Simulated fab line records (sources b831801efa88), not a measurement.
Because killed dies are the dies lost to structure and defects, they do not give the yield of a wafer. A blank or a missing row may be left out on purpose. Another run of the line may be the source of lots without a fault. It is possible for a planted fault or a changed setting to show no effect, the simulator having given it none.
fab line records -- flow gf180mcu
record lots=7, wafers=21, last_day=34
route steps=602 shown MVSD@68 MVPSD@78
lots that met no fault: taken from a fault-free run of the same line
start_h: hours from the record's first day to the start of the lot's first wafer shown -- wait_h: time in hours since the lot's previous step -- " unchanged from the row above -- L1.1+2: a row that stands for several wafers -- - no value present, or no start provided -- * or withheld: withheld -- < > ~ a bound
route shown NAME@n: a module of which the file shows steps, and the number in the route of the first -- usual: the fault-free wafers' mean and standard deviation -- same: alike in all rows -- chamber/n: place in a boat -- sites: per-site readings -- _std_site: how widely they spread, as a standard deviation -- _edge_site: mean of outer sites minus mean of inner sites -- radius_mm: how far each site lies from the wafer's centre -- mask NAME#n: copy n -- behind: tool/chamber where the wafer was last shaped -- hold: reason for holding the lot/hours on hold/outcome of the hold -- device: whichever transistor did not switch (one of n, p or np) -- end of line: the same wafers' tests at the end of the route -- a step without rows: its recipe alone -- killed: not the wafer's yield, but the dies lost to structure and defects at the first sort -- map: shows each die of a wafer: x if killed, . if not, _ if none is there
set.NAME: the setting as run; set.NAME@STEP: as run at that earlier step -- model.NAME: the simulator's own value behind a step, which no gauge read
lots at some steps of the route; a table a step, a row a wafer
services: a tool's chamber out of use, with start hour (start_h, from the record's first day; less than 0 if before it), hours out, and reason
## steps
# step GF_MVSD_COAT_02
# recipe spin_rpm=2000, resist_thk_nm=3000
# step GF_MVSD_SOFTBAKE_03
# recipe temp_c=110, time_s=withheld
# step GF_MVSD_EXPOSE_04
# recipe mask_id=MVSD, target_cd_nm=1000, na=0.6, source_shape=conventional, sigma_outer=0.6, dose_mj=260
# step GF_MVSD_PEB_05
# recipe temp_c=115, time_s=withheld
# step GF_MVSD_DEVELOP_06
# recipe wall_angle_deg=90, develop_time_s=60, dev_temp_c=23
# step GF_MVSD_OVL_MEAS_07
# usual MVSD_OVL=0.5/1.2
lot.wafer,tool,chamber,start_h,wait_h,MVSD_OVL[nm]
L128.4,overlay-02,-,88.49,-,0.1
L128.5,overlay-02,-,88.49,-,0.8
L128.6,overlay-02,-,88.49,-,1.6
L134.2,overlay-02,-,121.88,-,-0.2
L134.3,overlay-02,-,121.88,-,-0.6
L134.6,overlay-02,-,121.88,-,1.2
L135.2,overlay-02,-,131.85,-,0.6
L135.3,overlay-02,-,131.85,-,1.8
L135.6,overlay-02,-,131.85,-,-0.9
L136.2,overlay-02,-,142.61,-,1.8
L136.3,overlay-02,-,142.61,-,0.8
L136.5,overlay-02,-,142.61,-,3.1
L138.1,overlay-01,-,146.82,-,1.0
L138.3,overlay-01,-,146.82,-,-1.2
L138.5,overlay-01,-,146.82,-,-0.8
L147.1,overlay-02,-,199.29,-,0.5
L147.3,overlay-02,-,199.29,-,-1.0
L147.5,overlay-02,-,199.29,-,2.4
L150.1,overlay-02,-,218.57,-,-0.1
L150.3,overlay-02,-,218.57,-,0.3
L150.4,overlay-02,-,218.57,-,1.0
# step GF_MVSD_IMPLANT_08
# recipe species=P, energy_kev=400, dose_cm2=1.6e+13, tilt_deg=0
# step GF_MVSD_IMPLANT_09
# recipe species=P, energy_kev=100, dose_cm2=5e+12, tilt_deg=0
# step GF_MVSD_STRIP_10
# recipe chemistry=O2/N2, power_w=1400, pressure_mtorr=1500, platen_temp_c=250, o2_flow_sccm=3000, n2_flow_sccm=300, overash_fraction=0.5
# usual drypump_motor_current_A=5.9/0.52, heater_power_w=321/42, n2_flow_sccm=300.0/0.84, oes_product_au=0.723/0.0046, strip_time_to_endpoint_s=36.94/0.12
# same overash_fraction=0.5
lot.wafer,tool,chamber,start_h,wait_h,drypump_motor_current_A,heater_power_w,n2_flow_sccm,oes_product_au,rf_hours_counter_h,strip_time_to_endpoint_s
L128.4,plasma_asher-01,1,88.84,0.1,6.1,303,299.7,0.723,-,37.17
L128.5,plasma_asher-01,1,88.84,0.1,6.1,301,299.2,0.717,-,37.19
L128.6,plasma_asher-01,0,88.84,0.1,5.4,314,299.5,0.725,-,37.24
L134.2,plasma_asher-03,0,122.21,0.1,6.1,247,300.0,0.722,32,36.85
L134.3,plasma_asher-03,0,122.21,0.1,6.1,241,301.3,0.720,-,36.83
L134.6,plasma_asher-03,0,122.21,0.1,6.1,246,299.8,0.713,-,36.90
L135.2,plasma_asher-01,1,132.18,0.1,6.1,310,299.7,0.718,1,36.92
L135.3,plasma_asher-01,0,132.18,0.1,5.4,332,300.6,0.712,-,36.98
L135.6,plasma_asher-01,1,132.18,0.1,6.1,309,300.3,0.720,-,37.01
L136.2,plasma_asher-01,0,142.94,0.1,5.4,321,299.1,0.720,2,37.05
L136.3,plasma_asher-01,0,142.94,0.1,5.4,318,300.3,0.717,-,37.04
L136.5,plasma_asher-01,1,142.94,0.1,6.1,310,300.1,0.724,-,37.02
L138.1,plasma_asher-01,1,147.16,0.1,6.1,309,300.1,0.731,3,36.88
L138.3,plasma_asher-01,1,147.16,0.1,6.1,316,300.2,0.728,-,36.87
L138.5,plasma_asher-01,1,147.16,0.1,6.1,304,300.2,0.724,-,36.85
L147.1,plasma_asher-04,0,199.63,0.1,5.1,323,300.7,0.729,54,36.81
L147.3,plasma_asher-04,0,199.63,0.1,5.1,326,301.3,0.723,-,36.91
L147.5,plasma_asher-04,1,199.63,0.1,6.3,339,298.8,0.726,-,36.84
L150.1,plasma_asher-03,1,218.91,0.1,6.7,411,301.4,0.716,42,36.77
L150.3,plasma_asher-03,0,218.91,0.1,6.1,246,299.3,0.721,-,36.77
L150.4,plasma_asher-03,1,218.91,0.1,6.7,398,300.9,0.725,-,36.76
# step GF_MVSD_TW_MEAS_11
# usual MVSD_TW=1577/9.4
lot.wafer,tool,chamber,start_h,wait_h,MVSD_TW
L128.4,film_metro-03,-,88.94,0.1,1577
L128.5,film_metro-03,-,88.94,0.1,1583
L128.6,film_metro-03,-,88.94,0.1,1586
L134.2,film_metro-02,-,122.32,0.1,1566
L134.3,film_metro-02,-,122.32,0.1,1571
L134.6,film_metro-02,-,122.32,0.1,1567
L135.2,film_metro-01,-,132.29,0.1,1578
L135.3,film_metro-01,-,132.29,0.1,1580
L135.6,film_metro-01,-,132.29,0.1,1587
L136.2,film_metro-03,-,143.05,0.1,1584
L136.3,film_metro-03,-,143.05,0.1,1578
L136.5,film_metro-03,-,143.05,0.1,1593
L138.1,film_metro-02,-,147.26,0.1,1568
L138.3,film_metro-02,-,147.26,0.1,1564
L138.5,film_metro-02,-,147.26,0.1,1565
L147.1,film_metro-03,-,199.73,0.1,1566
L147.3,film_metro-03,-,199.73,0.1,1576
L147.5,film_metro-03,-,199.73,0.1,1580
L150.1,film_metro-01,-,219.01,0.1,1597
L150.3,film_metro-01,-,219.01,0.1,1582
L150.4,film_metro-01,-,219.01,0.1,1590
# step GF_MVPSD_DEHYDRATE_00
# recipe temp_c=200, time_s=60
# step GF_MVPSD_HMDS_01
# recipe prime_time_s=60, prime_temp_c=120
# step GF_MVPSD_COAT_02
# recipe spin_rpm=2000, resist_thk_nm=3000
# usual spin_speed_rpm=1999.8/1.3
lot.wafer,tool,chamber,start_h,wait_h,spin_speed_rpm,model.coat_of_MVPSD_COAT_02.thk_nm
L128.4,litho_track-01,0,95.40,0.1,1999.3,3002
L128.5,litho_track-01,0,95.40,0.1,1999.0,3017
L128.6,litho_track-01,0,95.40,0.1,2000.0,3017
L134.2,litho_track-01,0,129.60,0.1,1998.5,3006
L134.3,litho_track-01,0,129.60,0.1,1999.0,3002
L134.6,litho_track-01,0,129.60,0.1,1999.7,3003
L135.2,litho_track-02,0,139.73,0.1,1998.3,1117
L135.3,litho_track-02,0,139.73,0.1,1999.8,1118
L135.6,litho_track-02,0,139.73,0.1,1998.9,1117
L136.2,litho_track-02,0,149.98,0.1,2001.0,1110
L136.3,litho_track-02,0,149.98,0.1,1998.0,1109
L136.5,litho_track-02,0,149.98,0.1,2001.0,1109
L138.1,litho_track-02,0,154.71,0.1,2001.4,1118
L138.3,litho_track-02,0,154.71,0.1,1998.4,1117
L138.5,litho_track-02,0,154.71,0.1,1999.9,1115
L147.1,litho_track-02,0,208.76,0.1,2001.9,2997
L147.3,litho_track-02,0,208.76,0.1,2001.6,2993
L147.5,litho_track-02,0,208.76,0.1,1999.6,2993
L150.1,litho_track-02,0,227.66,0.1,1999.8,3001
L150.3,litho_track-02,0,227.66,0.1,2002.2,3001
L150.4,litho_track-02,0,227.66,0.1,2000.8,2992
# step GF_MVPSD_SOFTBAKE_03
# recipe temp_c=110, time_s=withheld
# step GF_MVPSD_EXPOSE_04
# recipe mask_id=MVPSD, target_cd_nm=1000, na=0.6, source_shape=conventional, sigma_outer=0.6, dose_mj=260
# step GF_MVPSD_PEB_05
# recipe temp_c=115, time_s=withheld
# step GF_MVPSD_DEVELOP_06
# recipe wall_angle_deg=90, develop_time_s=60, dev_temp_c=23
# same develop_time_s=60
lot.wafer,tool,chamber,start_h,wait_h,model.coat_of_MVPSD_COAT_02.thk_nm
L128.4,litho_track-04,0,-,-,3001
L128.5+6,litho_track-04,0,-,-,3016
L134.2,litho_track-01,0,-,-,3005
L134.3,litho_track-01,0,-,-,3001
L134.6,litho_track-01,0,-,-,3002
L135.2+6,litho_track-04,0,-,-,1116
L135.3,litho_track-04,0,-,-,1117
L136.2,litho_track-04,0,-,-,1109
L136.3+5,litho_track-04,0,-,-,1108
L138.1,litho_track-04,0,-,-,1117
L138.3,litho_track-04,0,-,-,1116
L138.5,litho_track-04,0,-,-,1114
L147.1,litho_track-02,0,-,-,2996
L147.3+5,litho_track-02,0,-,-,2992
L150.1+3,litho_track-01,0,-,-,3000
L150.4,litho_track-01,0,-,-,2990
# step GF_MVPSD_OVL_MEAS_07
# usual MVPSD_OVL=0.4/1.6
lot.wafer,tool,chamber,start_h,wait_h,MVPSD_OVL[nm]
L128.4,overlay-02,-,102.51,-,-3.3
L128.5,overlay-02,-,102.51,-,-1.2
L128.6,overlay-02,-,102.51,-,-2.4
L134.2,overlay-01,-,137.33,-,-0.1
L134.3,overlay-01,-,137.33,-,0.0
L134.6,overlay-01,-,137.33,-,1.0
L135.2,overlay-01,-,147.70,-,1.7
L135.3,overlay-01,-,147.70,-,-0.1
L135.6,overlay-01,-,147.70,-,-0.9
L136.2,overlay-01,-,158.90,-,1.8
L136.3,overlay-01,-,158.90,-,2.0
L136.5,overlay-01,-,158.90,-,1.3
L138.1,overlay-01,-,163.04,-,1.1
L138.3,overlay-01,-,163.04,-,0.0
L138.5,overlay-01,-,163.04,-,0.9
L147.1,overlay-02,-,217.86,-,0.6
L147.3,overlay-02,-,217.86,-,0.4
L147.5,overlay-02,-,217.86,-,0.9
L150.1,overlay-02,-,237.07,-,-1.1
L150.3,overlay-02,-,237.07,-,-1.5
L150.4,overlay-02,-,237.07,-,-2.1
# step GF_MVPSD_IMPLANT_08
# recipe species=B, energy_kev=170, dose_cm2=1.524e+13, tilt_deg=0
# step GF_MVPSD_IMPLANT_09
# recipe species=B, energy_kev=40, dose_cm2=5e+12, tilt_deg=0
# step GF_MVPSD_STRIP_10
# recipe chemistry=O2/N2, power_w=1400, pressure_mtorr=1500, platen_temp_c=250, o2_flow_sccm=3000, n2_flow_sccm=300, overash_fraction=0.5
# usual drypump_motor_current_A=5.9/0.36, heater_power_w=320/37, n2_flow_sccm=300.1/0.9, oes_product_au=0.723/0.0045, strip_time_to_endpoint_s=36.89/0.12
# same overash_fraction=0.5
lot.wafer,tool,chamber,start_h,wait_h,drypump_motor_current_A,heater_power_w,n2_flow_sccm,oes_product_au,rf_hours_counter_h,strip_time_to_endpoint_s
L128.4,plasma_asher-02,1,102.86,0.1,6.0,342,298.7,0.726,-,36.98
L128.5,plasma_asher-02,1,102.86,0.1,6.0,335,299.5,0.722,-,37.15
L128.6,plasma_asher-02,0,102.86,0.1,5.8,296,300.7,0.723,-,37.15
L134.2,plasma_asher-02,0,137.66,0.1,5.8,301,299.7,0.725,51,37.02
L134.3,plasma_asher-02,1,137.66,0.1,6.0,342,301.9,0.722,-,36.96
L134.6,plasma_asher-02,0,137.66,0.1,5.8,301,298.3,0.725,-,36.99
L135.2,plasma_asher-02,1,148.03,0.1,6.0,335,299.2,0.723,52,14.92
L135.3,plasma_asher-02,1,148.03,0.1,6.0,333,299.0,0.714,-,14.93
L135.6,plasma_asher-02,0,148.03,0.1,5.9,309,298.2,0.722,-,14.91
L136.2,plasma_asher-03,1,159.23,0.1,6.7,395,299.8,0.712,35,14.83
L136.3,plasma_asher-03,0,159.23,0.1,6.1,248,300.1,0.720,-,14.83
L136.5,plasma_asher-03,0,159.23,0.1,6.1,245,298.2,0.711,-,14.80
L138.1,plasma_asher-02,0,163.38,0.1,5.8,302,298.8,0.714,54,14.93
L138.3,plasma_asher-02,1,163.38,0.1,6.0,342,301.2,0.712,-,14.91
L138.5,plasma_asher-02,0,163.38,0.1,5.8,292,299.7,0.719,-,14.89
L147.1,plasma_asher-01,0,218.19,0.1,5.4,317,301.0,0.717,10,36.91
L147.3,plasma_asher-01,0,218.19,0.1,5.4,324,299.9,0.723,-,36.87
L147.5,plasma_asher-01,0,218.19,0.1,5.4,315,301.9,0.728,-,36.87
L150.1,plasma_asher-01,0,237.41,0.1,5.4,316,300.8,0.726,12,36.97
L150.3,plasma_asher-01,0,237.41,0.1,5.4,333,300.6,0.727,-,36.97
L150.4,plasma_asher-01,1,237.41,0.1,6.1,304,300.0,0.719,-,36.86
# step GF_MVPSD_TW_MEAS_11
# usual MVPSD_TW=555.8/2.9
lot.wafer,tool,chamber,start_h,wait_h,MVPSD_TW
L128.4,film_metro-03,-,102.96,0.1,556.8
L128.5,film_metro-03,-,102.96,0.1,555.5
L128.6,film_metro-03,-,102.96,0.1,557.0
L134.2,film_metro-03,-,137.77,0.1,557.9
L134.3,film_metro-03,-,137.77,0.1,559.6
L134.6,film_metro-03,-,137.77,0.1,557.7
L135.2,film_metro-03,-,148.14,0.1,553.8
L135.3,film_metro-03,-,148.14,0.1,554.8
L135.6,film_metro-03,-,148.14,0.1,553.8
L136.2,film_metro-01,-,159.34,0.1,556.0
L136.3,film_metro-01,-,159.34,0.1,557.8
L136.5,film_metro-01,-,159.34,0.1,554.0
L138.1,film_metro-03,-,163.48,0.1,554.9
L138.3,film_metro-03,-,163.48,0.1,549.8
L138.5,film_metro-03,-,163.48,0.1,553.6
L147.1,film_metro-01,-,218.29,0.1,557.5
L147.3,film_metro-01,-,218.29,0.1,558.2
L147.5,film_metro-01,-,218.29,0.1,555.6
L150.1,film_metro-01,-,237.51,0.1,556.8
L150.3,film_metro-01,-,237.51,0.1,557.9
L150.4,film_metro-01,-,237.51,0.1,555.7
## services
tool,chamber,start_h,hours,kind
litho_track-04,-,76.60,-,consumable_replace:filter
plasma_asher-02,-,81.70,0.9,repair
litho_track-04,-,106.43,-,consumable_replace:filter
plasma_asher-01,-,108.75,9.0,pm
plasma_asher-01,0,108.75,9.0,vent_cycle
plasma_asher-01,1,108.75,9.0,vent_cycle
plasma_asher-01,0,117.75,-,clean
plasma_asher-01,1,117.75,-,clean
plasma_asher-03,-,197.65,0.9,repair
plasma_asher-03,-,214.13,2.8,pm
## key
first_sign step=GF_MVPSD_STRIP_10, reading=strip_time_to_endpoint_s, direction=down, sigmas=99+, usual=*, struck=*
effect none on later readings
model_effect step=GF_MVPSD_COAT_02, value=coat_of_MVPSD_COAT_02.thk_nm, without=2986, struck=1115
model_effect step=GF_MVPSD_DEVELOP_06, value=coat_of_MVPSD_COAT_02.thk_nm, without=2985, struck=1113
met_at GF_MVPSD_COAT_02
struck_wafers L135.2,L135.3,L135.6,L136.2,L136.3,L136.5,L138.1,L138.3,L138.5
sort_left_out L135.2,L135.3,L135.6,L136.2,L136.3,L136.5,L138.1,L138.3,L138.5
tester_left_out L135,L136,L138
also_fits GF_MVSD_STRIP_10:plasma_asher-01,GF_MVPSD_DEVELOP_06:litho_track-04
fault kind=process_parameter_drift, tool=litho_track-02, chamber=-, onset_h=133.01, steps=GF_MVPSD_COAT_02, channel=resist_thk_nm, offset=*, shape=step, end_h=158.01, acts_in=*, stated=*
# tester_left_out: of these lots the tester's yield and bins aren't shown, on N5 and GAA mostly nor the transistor test; their killed dies are dies lost to structure and defects alone, not to doping, threshold or leakage, so they don't give the yield
# sort_left_out: the simulated sort isn't trusted on such a fault, so these wafers' sort isn't shown, and their yield isn't known
